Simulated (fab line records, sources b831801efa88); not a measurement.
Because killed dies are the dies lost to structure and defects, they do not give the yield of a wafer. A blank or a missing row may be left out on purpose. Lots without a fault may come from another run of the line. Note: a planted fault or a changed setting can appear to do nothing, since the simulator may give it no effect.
fab line records | flow sky130
record: lots: 10 wafers: 30 lastDay: 50
route steps=708 shown DNWELL@44 PWDE@54 VIA2@528
lots that met no fault: taken from a fault-free run of the same line
startH: start of the lot's first displayed wafer, in hours after the record's first day | waitH: how many hours have passed since the lot's step before this one | " the same as in the row above | L1.1+2: several wafers, shown together as one row | - value missing, or start not given | * or withheld: withheld | < > ~ a bound
route shown NAME@n: NAME is a module with steps in the file, n the number in the route of the first one | usual: mean/standard deviation of fault-free wafers | same: alike in all rows | chamber/n: place in a boat | sites: the reading at each site | _std_site: the standard deviation of these | _edge_site: inner sites' mean taken away from outer sites' mean | radiusMm: for every site, how far away it sits from the centre of the wafer | mask NAME#n: copy n | behind: the tool/chamber that last shaped the wafer | hold: why the lot was held/for how many hours/how that ended | device: whichever transistor did not switch (one of n, p or np) | end of line: tests of these same wafers at the route's end | for a step that has no rows: nothing shown but its recipe | killed: the dies lost at the first sort to structure and to defects; this is not the yield of the wafer | map: a wafer's dies, marking killed ones x, the rest . and places with no die _
set.NAME: setting as actually run; set.NAME@STEP: the setting as run at that earlier step | model.NAME: the simulator's own value behind a step, which no gauge read
a sample of lots followed through the steps of the route, with each step as a table and each wafer as a row
services: from which hour (startH, from the record's first day; less than 0 if before it) a tool's chamber was out of use, for how many hours, and why
== steps ==
step: SKY_DNWELL_TW_MEAS_09
usual: DNWELL_TW: 1111/12
columns lot.wafer tool chamber startH waitH DNWELL_TW
L410.2 filmMetro-01 - 69.11 0.1 1089
L410.5 " - " " 1090
L410.6 " - " " 1089
L412.1 filmMetro-03 - 79.39 0.1 1112
L412.5 " - " " 1121
L412.6 " - " " 1122
L416.2 filmMetro-03 - 100.39 0.1 1118
L416.5 " - " " 1119
L416.6 " - " " 1116
L421.2 filmMetro-01 - 127.15 0.1 1098
L421.4 " - " " 1096
L421.5 " - " " 1100
L423.3 filmMetro-04 - 138.31 0.1 1117
L423.4 " - " " 1122
L423.6 " - " " 1117
L424.4 filmMetro-01 - 144.99 0.1 1091
L424.5 " - " " 1093
L424.6 " - " " 1087
L425.2 filmMetro-03 - 152.71 0.1 1119
L425.4 " - " " 1118
L425.5 " - " " 1108
L428.1 filmMetro-01 - 168.80 0.1 1094
L428.3 " - " " 1095
L428.5 " - " " 1095
L429.2 filmMetro-04 - 175.51 0.1 1124
L429.3 " - " " 1123
L429.5 " - " " 1127
L430.2 filmMetro-04 - 178.97 0.1 1129
L430.4 " - " " 1132
L430.5 " - " " 1128
step: SKY_PWDE_STRIP_09
recipe: chemistry: O2/N2 powerW: 1400 pressureMtorr: 1500 platenTempC: withheld o2FlowSccm: 3000 n2FlowSccm: 300 overashFraction: 0.5
usual: drypumpMotorCurrentA: 5.8/0.45 oesProductAu: 0.722/0.0047 stripTimeToEndpointS: 36.96/0.094
same: overashFraction: 0.5
columns lot.wafer tool chamber startH waitH drypumpMotorCurrentA oesProductAu rfHoursCounterH stripTimeToEndpointS
L410.2 plasmaAsher-02 0 86.08 0.1 5.9 0.717 28 36.95
L410.5 " 0 " " 6.0 0.732 - 36.88
L410.6 " 1 " " 6.2 0.729 - 37.03
L412.1 plasmaAsher-02 1 96.33 0.1 6.2 0.726 29 36.76
L412.5 " 1 " " 6.2 0.729 - 36.84
L412.6 " 0 " " 5.9 0.720 - 36.90
L416.2 plasmaAsher-02 0 118.18 0.1 5.9 0.723 31 37.05
L416.5 " 0 " " 5.9 0.716 - 37.09
L416.6 " 1 " " 6.2 0.718 - 37.01
L421.2 plasmaAsher-02 1 145.83 0.1 6.2 0.724 34 37.01
L421.4 " 1 " " 6.2 0.728 - 36.99
L421.5 " 1 " " 6.2 0.717 - 36.93
L423.3 plasmaAsher-03 0 157.61 0.1 6.0 0.732 - 36.86
L423.4 " 1 " " 6.6 0.729 - 36.91
L423.6 " 0 " " 6.0 0.726 - 36.98
L424.4 plasmaAsher-03 1 164.17 0.1 6.6 0.727 - 36.90
L424.5 " 1 " " 6.7 0.726 - 36.89
L424.6 " 0 " " 6.1 0.721 - 37.01
L425.2 plasmaAsher-04 0 171.89 0.1 5.3 0.726 48 36.97
L425.4 " 0 " " 5.3 0.720 - 36.89
L425.5 " 1 " " 5.5 0.724 - 36.91
L428.1 plasmaAsher-04 0 189.23 0.1 5.3 0.716 49 37.01
L428.3 " 1 " " 5.5 0.716 - 36.99
L428.5 " 1 " " 5.5 0.714 - 37.08
L429.2 plasmaAsher-02 0 196.28 0.1 5.9 0.723 38 36.82
L429.3 " 0 " " 5.9 0.717 - 36.97
L429.5 " 0 " " 5.9 0.717 - 37.01
L430.2 plasmaAsher-02 0 199.53 0.1 5.9 0.721 39 36.89
L430.4 " 0 " " 5.9 0.722 - 36.84
L430.5 " 0 " " 5.9 0.719 - 36.78
step: SKY_NWELL_RS_MEAS_31
recipe: thkMeasGauge: four-point-probe
usual: PWDE_RS: 5274/20
columns lot.wafer tool chamber startH waitH PWDE_RS[ohm/sq]
L410.2 filmMetro-04 - 121.92 0.1 5241
L410.5 " - " " 5219
L410.6 " - " " 5240
L412.1 filmMetro-03 - 133.05 0.1 5270
L412.5 " - " " 5289
L412.6 " - " " 5250
L416.2 filmMetro-03 - 157.60 0.1 5301
L416.5 " - " " 5277
L416.6 " - " " 5275
L421.2 filmMetro-01 - 186.66 0.1 5284
L421.4 " - " " 5304
L421.5 " - " " 5285
L423.3 filmMetro-01 - 199.78 0.1 5254
L423.4 " - " " 5266
L423.6 " - " " 5261
L424.4 filmMetro-03 - 206.50 0.1 5314
L424.5 " - " " 5320
L424.6 " - " " 5299
L425.2 filmMetro-04 - 215.50 0.1 5274
L425.4 " - " " 5292
L425.5 " - " " 5285
L428.1 filmMetro-01 - 233.78 0.1 5280
L428.3 " - " " 5257
L428.5 " - " " 5258
L429.2 filmMetro-01 - 241.00 0.1 5272
L429.3 " - " " 5263
L429.5 " - " " 5265
L430.2 filmMetro-03 - 245.67 0.1 5305
L430.4 " - " " 5304
L430.5 " - " " 5299
step: SKY_VIA2_CVD_21
recipe: material: W targetThkNm: 420 timeS: 126.4 tempC: 400 pressureTorr: 40
usual: heaterPowerW: 877/110
columns lot.wafer tool chamber startH waitH heaterPowerW sinceWetCleanH
L410.2 cvdW-01 0 869.18 0.0 999 965
L410.5 " 0 " " 1030 -
L410.6 " 1 " " 766 -
L412.1 cvdW-01 0 882.16 0.0 1006 978
L412.5 " 1 " " 765 -
L412.6 " 0 " " 1004 -
L416.2 cvdW-02 0 911.56 0.0 981 508
L416.5 " 0 " " 1024 -
L416.6 " 1 " " 834 -
L421.2 cvdW-02 1 953.83 0.0 829 550
L421.4 " 1 " " 840 -
L421.5 " 0 " " 999 -
L423.3 cvdW-01 1 962.40 0.1 710 -
L423.4 " 0 " " 897 -
L423.6 " 1 " " 720 -
L424.4 cvdW-01 0 971.62 0.1 915 -
L424.5 " 0 " " 892 -
L424.6 " 1 " " 703 -
L425.2 cvdW-02 0 984.86 0.0 1000 581
L425.4 " 0 " " 1026 -
L425.5 " 0 " " 1013 -
L428.1 cvdW-01 1 999.57 0.0 718 82
L428.3 " 0 " " 903 -
L428.5 " 1 " " 707 -
L429.2 cvdW-01 0 1009.15 0.0 874 91
L429.3 " 1 " " 736 -
L429.5 " 0 " " 877 -
L430.2 cvdW-01 0 1012.36 0.0 914 94
L430.4 " 1 " " 717 -
L430.5 " 1 " " 714 -
step: SKY_VIA2_RS_MEAS_22
recipe: thkMeasGauge: four-point-probe reads: W_of_VIA2_CVD_21+TiN_of_VIA2_SPUTTER_20
usual: VIA2_W_RS: 0.273/0.0039
columns lot.wafer tool chamber startH waitH hold VIA2_W_RS[ohm/sq]
L410.2 filmMetro-03 - 869.33 0.1 awaitDispo/0.2h/release 0.270
L410.5 " - " " awaitDispo/0.2h/release 0.409
L410.6 " - " " awaitDispo/0.2h/release 0.275
L410.2 filmMetro-03 - 869.61 0.3 - 0.270
L410.5 " - " " - 0.409
L410.6 " - " " - 0.275
L412.1 filmMetro-01 - 882.29 0.1 awaitDispo/0.2h/release 0.271
L412.5 " - " " awaitDispo/0.2h/release 0.414
L412.6 " - " " awaitDispo/0.2h/release 0.271
L412.1 filmMetro-01 - 882.57 0.3 - 0.271
L412.5 " - " " - 0.414
L412.6 " - " " - 0.272
L416.2 filmMetro-02 - 911.71 0.1 - 0.277
L416.5 " - " " - 0.275
L416.6 " - " " - 0.273
L421.2 filmMetro-02 - 953.98 0.1 - 0.276
L421.4 " - " " - 0.274
L421.5 " - " " - 0.277
L423.3 filmMetro-01 - 962.53 0.1 - 0.274
L423.4 " - " " - 0.264
L423.6 " - " " - 0.276
L424.4 filmMetro-02 - 971.77 0.1 - 0.267
L424.5 " - " " - 0.269
L424.6 " - " " - 0.277
L425.2 filmMetro-03 - 985.01 0.1 - 0.279
L425.4 " - " " - 0.280
L425.5 " - " " - 0.279
L428.1 filmMetro-03 - 999.70 0.1 - 0.273
L428.3 " - " " - 0.267
L428.5 " - " " - 0.273
L429.2 filmMetro-01 - 1009.30 0.1 - 0.267
L429.3 " - " " - 0.272
L429.5 " - " " - 0.264
L430.2 filmMetro-02 - 1012.51 0.1 - 0.268
L430.4 " - " " - 0.275
L430.5 " - " " - 0.274
step: SKY_VIA2_THK_MEAS_23
recipe: thkMeasGauge: xrf reads: W_of_VIA2_CVD_21
usual: VIA2_W_THK: 413/6.1
columns lot.wafer tool chamber startH waitH hold VIA2_W_THK[nm]
L410.2 filmMetro-03 - 874.95 5.3 awaitDispo/0.2h/release 416
L410.5 " - " " awaitDispo/0.2h/release 277
L410.6 " - " " awaitDispo/0.2h/release 410
L410.2 filmMetro-03 - 875.27 0.3 - 416
L410.5 " - " " - 276
L410.6 " - " " - 408
L412.1 filmMetro-01 - 885.01 2.4 awaitDispo/0.2h/release 413
L412.5 " - " " awaitDispo/0.2h/release 273
L412.6 " - " " awaitDispo/0.2h/release 414
L412.1 filmMetro-01 - 885.24 0.2 - 416
L412.5 " - " " - 274
L412.6 " - " " - 420
L416.2 filmMetro-02 - 911.82 0.1 - 409
L416.5 " - " " - 408
L416.6 " - " " - 413
L421.2 filmMetro-02 - 954.09 0.1 - 403
L421.4 " - " " - 407
L421.5 " - " " - 403
L423.3 filmMetro-01 - 962.63 0.1 - 408
L423.4 " - " " - 424
L423.6 " - " " - 408
L424.4 filmMetro-02 - 971.86 0.1 - 420
L424.5 " - " " - 419
L424.6 " - " " - 408
L425.2 filmMetro-03 - 985.12 0.1 - 410
L425.4 " - " " - 407
L425.5 " - " " - 410
L428.1 filmMetro-03 - 999.82 0.1 - 417
L428.3 " - " " - 426
L428.5 " - " " - 416
L429.2 filmMetro-01 - 1009.41 0.1 - 426
L429.3 " - " " - 418
L429.5 " - " " - 431
L430.2 filmMetro-02 - 1012.62 0.1 - 423
L430.4 " - " " - 411
L430.5 " - " " - 415
step: SKY_VIA2_CMP_24
recipe: stopOn: SiO2 tOverpolishS: 20 downForcePsi: 3.5 platenRpm: 60 targetThkNm: 0 padVelocityMS: 0.94248
usual: motorCurrentA: 11.0/1.3 timeToEndpointS: 101/3.4
columns lot.wafer tool chamber startH waitH hold motorCurrentA timeToEndpointS
L410.2 cmp-02 3 880.10 4.8 awaitDispo/4.7h/release 10.8 100
L410.5 " 1 " " awaitDispo/4.7h/release 10.5 66
L410.6 " 2 " " awaitDispo/4.7h/release 10.3 99
L412.1 cmp-01 2 890.88 5.6 awaitDispo/5.2h/release 10.2 103
L412.6 " 0 " " awaitDispo/5.2h/release 8.9 103
L412.5 " 1 " " awaitDispo/5.2h/release 12.4 67
L416.2 cmp-02 0 911.92 0.1 - 13.6 100
L416.5 " 3 " " - 11.1 97
L416.6 " 0 " " - 14.1 101
L421.4 cmp-02 3 954.19 0.1 - 11.1 100
L421.2 " 0 " " - 13.4 97
L421.5 " 3 " " - 11.1 96
L423.4 cmp-02 1 962.84 0.2 - 10.7 102
L423.3 " 0 " " - 12.7 96
L423.6 " 2 " " - 10.6 101
L424.4 cmp-01 2 971.89 0.0 - 9.9 101
L424.6 " 2 " " - 10.1 98
L424.5 " 3 " " - 10.2 101
L425.4 cmp-01 2 985.22 0.1 - 9.6 95
L425.2 " 0 " " - 8.3 100
L425.5 " 1 " " - 11.7 99
L428.1 cmp-02 2 999.88 0.1 - 10.4 106
L428.3 " 1 " " - 10.4 105
L428.5 " 2 " " - 10.4 106
L429.2 cmp-02 3 1009.46 0.0 - 10.9 106
L429.3 " 0 " " - 13.3 104
L429.5 " 0 " " - 13.8 109
L430.2 cmp-01 1 1012.67 0.0 - 11.7 105
L430.4 " 0 " " - 8.9 109
L430.5 " 1 " " - 12.2 105
== services ==
columns tool chamber startH hours kind
cmp-02 - 66.63 4.0 pm
cvdW-01 - 74.32 1.8 repair
cmp-02 - 102.67 5.4 repair
cvdW-01 - 104.29 1.0 repair
cvdW-01 0 121.82 5.5 repair
cmp-02 - 131.40 9.2 pm
plasmaAsher-02 - 132.73 0.6 repair
cmp-02 - 141.60 1.2 repair
cvdW-01 1 180.88 1.5 repair
cmp-02 - 209.60 0.6 repair
cvdW-01 0 252.59 9.5 repair
cmp-02 - 264.54 4.6 pm
plasmaAsher-02 - 380.16 2.7 repair
cmp-02 - 406.38 7.7 pm
cmp-02 - 414.13 4.0 pm
cmp-02 - 421.42 3.6 repair
cmp-02 - 425.77 2.7 repair
cvdW-01 1 476.13 11.6 repair
cvdW-01 - 538.18 6.9 pm
cvdW-01 - 599.83 1.6 repair
cvdW-01 - 603.51 2.8 pm
cvdW-01 - 672.00 6.0 pm
cvdW-01 0 730.31 3.1 repair
cvdW-01 - 904.00 14.0 pm
== key ==
firstSign: step: SKY_VIA2_RS_MEAS_22 reading: visit direction: added
effect: step: SKY_VIA2_RS_MEAS_22 reading: VIA2_W_RS direction: up sigmas: 36 usual: 0.273 struck: 0.412
effect: step: SKY_VIA2_THK_MEAS_23 reading: visit direction: added
effect: step: SKY_VIA2_THK_MEAS_23 reading: VIA2_W_THK direction: down sigmas: 23 usual: 413 struck: 275
effect: step: SKY_VIA2_CMP_24 reading: timeToEndpointS direction: down sigmas: 10 usual: * struck: *
metAt SKY_VIA2_CVD_21
struckLots L410,L412
struckWafers L410.5,L412.5
notActingAt SKY_DNWELL_TW_MEAS_09,SKY_PWDE_STRIP_09,SKY_NWELL_RS_MEAS_31
fault: kind: processParameterDrift tool: cvdW-01 chamber: - onsetH: 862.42 steps: SKY_VIA2_CVD_21 channel: targetThkNm offset: -139.79 shape: step endH: 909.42 scope: struckWafersOnly actsIn: theseRecipesOnly stated: 420
